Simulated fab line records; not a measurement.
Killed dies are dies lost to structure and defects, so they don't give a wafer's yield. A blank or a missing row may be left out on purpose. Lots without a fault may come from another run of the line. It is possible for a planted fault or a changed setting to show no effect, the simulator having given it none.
fab line records | flow sfq-line
[record] lots = 14 | wafers = 42 | last-day = 81
route steps=325 shown L0V@21 R5@214 I6@279
lots untouched by any fault: they come from a run of this same line in which no faults occurred
start-h: start of the lot's first displayed wafer, in hours after the record's first day | wait-h: hours since the lot's step before | " identical to the entry in the row above | L1.1+2: several wafers, shown together as one row | - no value, or no start given | * or withheld: withheld | < > ~ a bound
route shown NAME@n: NAME is a module with steps in the file, n the number in the route of the first one | usual: average and standard deviation across the fault-free wafers | same: alike in all rows | chamber/n: place in a boat | sites: per-site readings | _std_site: standard deviation of those values | _edge_site: mean of outer sites minus mean of inner sites | radius-mm: for every site, how far away it sits from the centre of the wafer | mask NAME#n: copy n | behind: the tool/chamber that last shaped the wafer | hold: why the lot went on hold/how many hours it stayed there/how the hold came to an end | device: the transistor (n, p or np) that didn't switch | end of line: at the end of the route, the tests of the same wafers | a step with no rows: only its recipe | killed: dies that structure and defects cost at the first sort, which is not the same as the wafer's yield | map: the dies of a wafer, with x for killed, . for not killed, _ for no die there
set.NAME: the run value of the setting; set.NAME@STEP: its run value at that earlier step | model.NAME: the simulator's own value behind a step, which no gauge read
steps of the route over a sample of lots; a table a step, a row a wafer
services: when a tool's chamber went out of use (start-h, in hours from the record's first day, below 0 if earlier), for how many hours, and the reason
[[steps]]
[step SFQ_TRILAYER_L0_VIA_LITHO_PEB_016]
[recipe] peb-temp-c = 115 | peb-time-s = 60 | resist = KrF
[usual] chill-plate-temp-C = 23.00/0.11 | exhaust-pa = 44.7/0.92
lot.wafer | tool           | chamber | start-h | wait-h | chill-plate-temp-C | exhaust-pa
L615.4    | litho-track-04 | 0       | 165.99  | 0.5    | 23.15              | 43.9
L615.5    | "              | 0       | "       | "      | 23.07              | 44.2
L615.6    | "              | 0       | "       | "      | 23.03              | 43.9
L616.3    | litho-track-04 | 0       | 171.96  | 0.7    | 22.80              | 44.1
L616.4    | "              | 0       | "       | "      | 22.88              | 44.9
L616.5    | "              | 0       | "       | "      | 22.89              | 44.2
L617.3    | litho-track-02 | 0       | 185.42  | 0.9    | 23.11              | 44.5
L617.4    | "              | 0       | "       | "      | 23.03              | 42.0
L617.6    | "              | 0       | "       | "      | 23.03              | 43.9
L618.1    | litho-track-01 | 0       | 191.11  | 1.0    | 23.15              | 43.4
L618.2    | "              | 0       | "       | "      | 22.91              | 44.7
L618.4    | "              | 0       | "       | "      | 23.00              | 44.9
L621.1    | litho-track-01 | 0       | 215.50  | 1.0    | 22.89              | 45.5
L621.2    | "              | 0       | "       | "      | 23.00              | 45.0
L621.5    | "              | 0       | "       | "      | 23.13              | 44.7
L624.1    | litho-track-02 | 0       | 235.90  | 1.0    | 23.20              | 43.2
L624.3    | "              | 0       | "       | "      | 23.18              | 43.9
L624.5    | "              | 0       | "       | "      | 23.14              | 43.7
L626.1    | litho-track-01 | 0       | 251.62  | 1.0    | 22.84              | 45.2
L626.2    | "              | 0       | "       | "      | 22.90              | 45.6
L626.4    | "              | 0       | "       | "      | 22.90              | 45.2
L627.3    | litho-track-02 | -       | 255.27  | 0.7    | -                  | -
L627.4    | "              | -       | "       | "      | -                  | -
L627.6    | "              | -       | "       | "      | -                  | -
L628.2    | litho-track-02 | -       | 261.25  | 0.8    | -                  | -
L628.5    | "              | -       | "       | "      | -                  | -
L628.6    | "              | -       | "       | "      | -                  | -
L632.1    | litho-track-02 | 0       | 294.82  | 1.0    | 23.17              | 44.4
L632.4    | "              | 0       | "       | "      | 23.10              | 43.7
L632.5    | "              | 0       | "       | "      | 23.17              | 45.8
L633.1    | litho-track-02 | 0       | 300.82  | 1.0    | 22.98              | 45.9
L633.2    | "              | 0       | "       | "      | 22.87              | 44.7
L633.4    | "              | 0       | "       | "      | 23.02              | 44.0
L634.2    | litho-track-04 | 0       | 308.05  | 0.8    | 23.11              | 46.1
L634.3    | "              | 0       | "       | "      | 22.99              | 47.0
L634.5    | "              | 0       | "       | "      | 23.03              | 45.8
L637.3    | litho-track-02 | 0       | 328.28  | 0.7    | 23.11              | 45.7
L637.5    | "              | 0       | "       | "      | 22.95              | 45.1
L637.6    | "              | 0       | "       | "      | 23.04              | 44.3
L638.2    | litho-track-02 | 0       | 334.64  | 0.8    | 22.84              | 45.0
L638.3    | "              | 0       | "       | "      | 22.79              | 45.8
L638.6    | "              | 0       | "       | "      | 22.76              | 45.2
[step SFQ_TRILAYER_R5_DEP_SPUTTER_134]
[recipe] material = Ti | base-pressure-pa = 1.33e-06 | target-thk-nm = 5 | power-w = 2000 | time-s = 5 | chamber-pressure-pa = 0.4
[usual] chamber-pressure-pa = 0.4000/0.00088 | throttle-valve-pct = 29.9/0.68
lot.wafer | tool           | chamber | start-h | wait-h | chamber-pressure-pa | throttle-valve-pct
L615.4    | pvd-sputter-03 | -       | 1186.19 | 0.0    | 0.3996              | 29.9
L615.5    | "              | -       | "       | "      | 0.4003              | 29.9
L615.6    | "              | -       | "       | "      | 0.4007              | 30.7
L616.3    | pvd-sputter-04 | -       | 1202.16 | 0.0    | 0.3981              | 28.6
L616.4    | "              | -       | "       | "      | 0.3993              | 30.0
L616.5    | "              | -       | "       | "      | 0.3997              | 28.5
L618.1    | pvd-sputter-03 | -       | 1207.09 | 0.0    | 0.3987              | 29.8
L618.2    | "              | -       | "       | "      | 0.3988              | 29.9
L618.4    | "              | -       | "       | "      | 0.3994              | 30.6
L617.3    | pvd-sputter-04 | -       | 1210.09 | 0.0    | 0.4000              | 30.1
L617.4    | "              | -       | "       | "      | 0.3980              | 28.2
L617.6    | "              | -       | "       | "      | 0.4010              | 30.7
L621.1    | pvd-sputter-06 | -       | 1298.69 | 0.0    | 0.4011              | 30.6
L621.2    | "              | -       | "       | "      | 0.4001              | 30.5
L621.5    | "              | -       | "       | "      | 0.4009              | 28.8
L624.1    | pvd-sputter-06 | -       | 1326.18 | 0.0    | 0.4003              | 30.5
L624.3    | "              | -       | "       | "      | 0.4000              | 29.8
L624.5    | "              | -       | "       | "      | 0.4000              | 29.4
L626.1    | pvd-sputter-04 | -       | 1353.18 | 0.0    | 0.3986              | 28.5
L626.2    | "              | -       | "       | "      | 0.3998              | 29.9
L626.4    | "              | -       | "       | "      | 0.3997              | 30.6
L627.3    | pvd-sputter-06 | -       | 1377.55 | 0.0    | 0.3997              | 30.6
L627.4    | "              | -       | "       | "      | 0.3999              | 30.2
L627.6    | "              | -       | "       | "      | 0.3997              | 29.9
L628.2    | pvd-sputter-04 | -       | 1460.45 | 0.0    | 0.3991              | 30.0
L628.5    | "              | -       | "       | "      | 0.4015              | 30.3
L628.6    | "              | -       | "       | "      | 0.3991              | 28.8
L632.1    | pvd-sputter-03 | -       | 1513.79 | 0.0    | 0.4011              | 29.6
L632.4    | "              | -       | "       | "      | 0.4006              | 30.0
L632.5    | "              | -       | "       | "      | 0.4001              | 29.9
L633.1    | pvd-sputter-04 | -       | 1515.28 | 0.0    | 0.4008              | 29.9
L633.2    | "              | -       | "       | "      | 0.4007              | 30.3
L633.4    | "              | -       | "       | "      | 0.3974              | 28.8
L634.2    | pvd-sputter-06 | -       | 1516.79 | 0.0    | 0.3974              | 29.6
L634.3    | "              | -       | "       | "      | 0.4008              | 30.4
L634.5    | "              | -       | "       | "      | 0.3994              | 29.5
L637.3    | pvd-sputter-06 | -       | 1649.89 | 0.0    | 0.3980              | 28.9
L637.5    | "              | -       | "       | "      | 0.4016              | 29.4
L637.6    | "              | -       | "       | "      | 0.4000              | 29.0
L638.2    | pvd-sputter-03 | -       | 1652.29 | 0.0    | 0.3976              | 29.5
L638.3    | "              | -       | "       | "      | 0.3988              | 30.7
L638.6    | "              | -       | "       | "      | 0.4013              | 30.2
[step SFQ_R5_THK_MEAS_934]
[recipe] thk-meas-gauge = xrf | reads = MoNx_of_TRILAYER_R5_DEP_SPUTTER_133
[usual] R5_MONX_THK = 40.0/0.53
lot.wafer | tool          | chamber | start-h | wait-h | R5_MONX_THK[nm]
L615.4    | film-metro-01 | -       | 1186.35 | 0.1    | 40.9
L615.5    | "             | -       | "       | "      | 40.7
L615.6    | "             | -       | "       | "      | 41.0
L616.3    | film-metro-04 | -       | 1202.32 | 0.1    | 39.0
L616.4    | "             | -       | "       | "      | 39.7
L616.5    | "             | -       | "       | "      | 39.0
L618.1    | film-metro-01 | -       | 1207.22 | 0.1    | 41.0
L618.2    | "             | -       | "       | "      | 40.5
L618.4    | "             | -       | "       | "      | 40.5
L617.3    | film-metro-02 | -       | 1210.24 | 0.1    | 40.9
L617.4    | "             | -       | "       | "      | 40.8
L617.6    | "             | -       | "       | "      | 40.6
L621.1    | film-metro-01 | -       | 1298.82 | 0.1    | 40.0
L621.2    | "             | -       | "       | "      | 39.2
L621.5    | "             | -       | "       | "      | 39.3
L624.1    | film-metro-04 | -       | 1326.32 | 0.1    | 39.8
L624.3    | "             | -       | "       | "      | 39.1
L624.5    | "             | -       | "       | "      | 38.9
L626.1    | film-metro-04 | -       | 1353.32 | 0.1    | 39.4
L626.2    | "             | -       | "       | "      | 39.5
L626.4    | "             | -       | "       | "      | 39.9
L627.3    | film-metro-02 | -       | 1377.71 | 0.1    | 40.0
L627.4    | "             | -       | "       | "      | 39.8
L627.6    | "             | -       | "       | "      | 39.7
L628.2    | film-metro-02 | -       | 1460.60 | 0.1    | 39.7
L628.5    | "             | -       | "       | "      | 40.0
L628.6    | "             | -       | "       | "      | 39.6
L632.1    | film-metro-01 | -       | 1513.93 | 0.1    | 40.4
L632.4    | "             | -       | "       | "      | 39.6
L632.5    | "             | -       | "       | "      | 39.4
L633.1    | film-metro-02 | -       | 1515.42 | 0.1    | 40.4
L633.2    | "             | -       | "       | "      | 40.4
L633.4    | "             | -       | "       | "      | 40.5
L634.2    | film-metro-04 | -       | 1516.94 | 0.1    | 39.6
L634.3    | "             | -       | "       | "      | 40.3
L634.5    | "             | -       | "       | "      | 39.9
L637.3    | film-metro-01 | -       | 1650.05 | 0.1    | 39.8
L637.5    | "             | -       | "       | "      | 40.0
L637.6    | "             | -       | "       | "      | 39.9
L638.2    | film-metro-01 | -       | 1652.44 | 0.1    | 40.5
L638.3    | "             | -       | "       | "      | 40.1
L638.6    | "             | -       | "       | "      | 39.6
[step SFQ_TRILAYER_I6_VIA_STRIP_STRIP_173]
[recipe] gas = O2 | power-w = 200 | platen-temp-c = 40 | overash-fraction = 0.65 | chemistry = O2 | pressure-mtorr = 50
[usual] drypump-motor-current-A = 5.9/0.38 | oes-product-au = 1.002/0.008
lot.wafer | tool         | chamber | start-h | wait-h | drypump-motor-current-A | oes-product-au | rf-hours-counter-h
L615.4    | rie-metal-02 | 1       | 1549.04 | -      | 6.2                     | 0.991          | -
L615.5    | "            | 1       | "       | "      | 6.2                     | 0.981          | -
L615.6    | "            | 0       | "       | "      | 6.4                     | 0.992          | -
L616.3    | rie-metal-03 | 0       | 1552.64 | -      | 5.8                     | 1.009          | -
L616.4    | "            | 1       | "       | "      | 6.3                     | 0.993          | -
L616.5    | "            | 0       | "       | "      | 5.7                     | 1.013          | -
L618.1    | rie-metal-04 | 1       | 1556.08 | -      | 5.8                     | 1.007          | 67
L618.2    | "            | 0       | "       | "      | 5.3                     | 1.005          | 4
L618.4    | "            | 1       | "       | "      | 5.8                     | 1.011          | -
L617.3    | rie-metal-02 | 1       | 1558.68 | -      | 6.2                     | 1.007          | -
L617.4    | "            | 0       | "       | "      | 6.4                     | 1.012          | -
L617.6    | "            | 1       | "       | "      | 6.2                     | 1.000          | -
L621.1    | rie-metal-02 | 0       | 1564.48 | -      | 6.4                     | 1.003          | 113
L621.2    | "            | 1       | "       | "      | 6.2                     | 0.993          | 40
L621.5    | "            | 0       | "       | "      | 6.4                     | 1.007          | -
L624.1    | rie-metal-04 | 1       | 1596.85 | -      | 5.8                     | 0.998          | 72
L624.3    | "            | 1       | "       | "      | 5.8                     | 0.991          | -
L624.5    | "            | 1       | "       | "      | 5.8                     | 0.995          | -
L626.1    | rie-metal-04 | 1       | 1601.16 | -      | 5.8                     | 0.998          | 72
L626.2    | "            | 0       | "       | "      | 5.2                     | 0.991          | 9
L626.4    | "            | 0       | "       | "      | 5.2                     | 1.001          | -
L627.3    | rie-metal-03 | 0       | 1712.18 | -      | 5.8                     | 0.998          | -
L627.4    | "            | 1       | "       | "      | 6.3                     | 1.010          | -
L627.6    | "            | 1       | "       | "      | 6.3                     | 1.004          | -
L628.2    | rie-metal-03 | 0       | 1715.58 | -      | 5.7                     | 1.003          | 78
L628.5    | "            | 1       | "       | "      | 6.3                     | 1.008          | -
L628.6    | "            | 0       | "       | "      | 5.8                     | 1.003          | -
L632.1    | rie-metal-04 | 0       | 1751.93 | -      | 5.3                     | 1.001          | 29
L632.4    | "            | 0       | "       | "      | 5.3                     | 0.981          | -
L632.5    | "            | 1       | "       | "      | 5.8                     | 0.999          | -
L633.1    | rie-metal-03 | 0       | 1756.73 | -      | 5.7                     | 1.005          | 81
L633.2    | "            | 1       | "       | "      | 6.3                     | 1.007          | 71
L633.4    | "            | 0       | "       | "      | 5.8                     | 1.006          | -
L634.2    | rie-metal-04 | 1       | 1762.53 | -      | 5.8                     | 1.000          | 94
L634.3    | "            | 0       | "       | "      | 5.2                     | 0.994          | -
L634.5    | "            | 0       | "       | "      | 5.2                     | 0.991          | -
L637.3    | rie-metal-02 | 1       | 1775.20 | -      | 6.2                     | 0.981          | -
L637.5    | "            | 1       | "       | "      | 6.2                     | 0.994          | -
L637.6    | "            | 1       | "       | "      | 6.2                     | 0.994          | -
L638.2    | rie-metal-04 | 1       | 1776.20 | -      | 5.9                     | 1.010          | -
L638.3    | "            | 1       | "       | "      | 5.8                     | 0.999          | -
L638.6    | "            | 1       | "       | "      | 5.8                     | 1.002          | -
[[services]]
tool           | chamber | start-h | hours | kind
pvd-sputter-04 | -       | 183.04  | 5.8   | repair
pvd-sputter-04 | -       | 184.55  | 4.9   | repair
pvd-sputter-04 | -       | 208.85  | 1.9   | repair
pvd-sputter-04 | -       | 290.21  | 2.4   | repair
rie-metal-04   | -       | 366.05  | 0.5   | repair
pvd-sputter-06 | -       | 410.25  | 1.7   | repair
pvd-sputter-04 | -       | 423.31  | 1.2   | repair
rie-metal-04   | -       | 426.55  | 2.8   | pm
pvd-sputter-06 | -       | 492.07  | 2.8   | repair
rie-metal-04   | 0       | 500.24  | 8.5   | repair
rie-metal-04   | 1       | 503.30  | 15.7  | repair
pvd-sputter-06 | -       | 544.38  | 4.5   | repair
pvd-sputter-06 | -       | 579.43  | 5.4   | repair
pvd-sputter-04 | -       | 590.53  | 1.2   | repair
pvd-sputter-04 | -       | 619.83  | 1.4   | repair
pvd-sputter-06 | -       | 685.44  | 2.7   | repair
rie-metal-04   | 1       | 745.85  | 2.1   | repair
rie-metal-04   | -       | 892.08  | 14.6  | pm
rie-metal-04   | 0       | 1063.51 | 11.8  | repair
rie-metal-04   | 0       | 1356.73 | 22.2  | repair
rie-metal-04   | 0       | 1522.88 | 26.9  | repair
rie-metal-04   | -       | 1526.55 | 2.8   | pm
rie-metal-04   | -       | 1684.78 | 4.3   | pm
rie-metal-04   | 0       | 1766.39 | 15.0  | repair
[[key]]
[first-sign] step = SFQ_TRILAYER_L0_VIA_LITHO_PEB_016 | reading = tool-record | direction = missing
effect none on later readings
met-at SFQ_TRILAYER_L0_VIA_LITHO_PEB_016
struck-lots L627,L628
not-acting-at SFQ_TRILAYER_R5_DEP_SPUTTER_134,SFQ_R5_THK_MEAS_934,SFQ_TRILAYER_I6_VIA_STRIP_STRIP_173
onset-between 235.90 255.27
[fault] kind = skipped-step-whole | tool = litho-track-02 | chamber = - | onset-h = 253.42 | steps = SFQ_TRILAYER_L0_VIA_LITHO_PEB_016 | scope = struck-lots-only
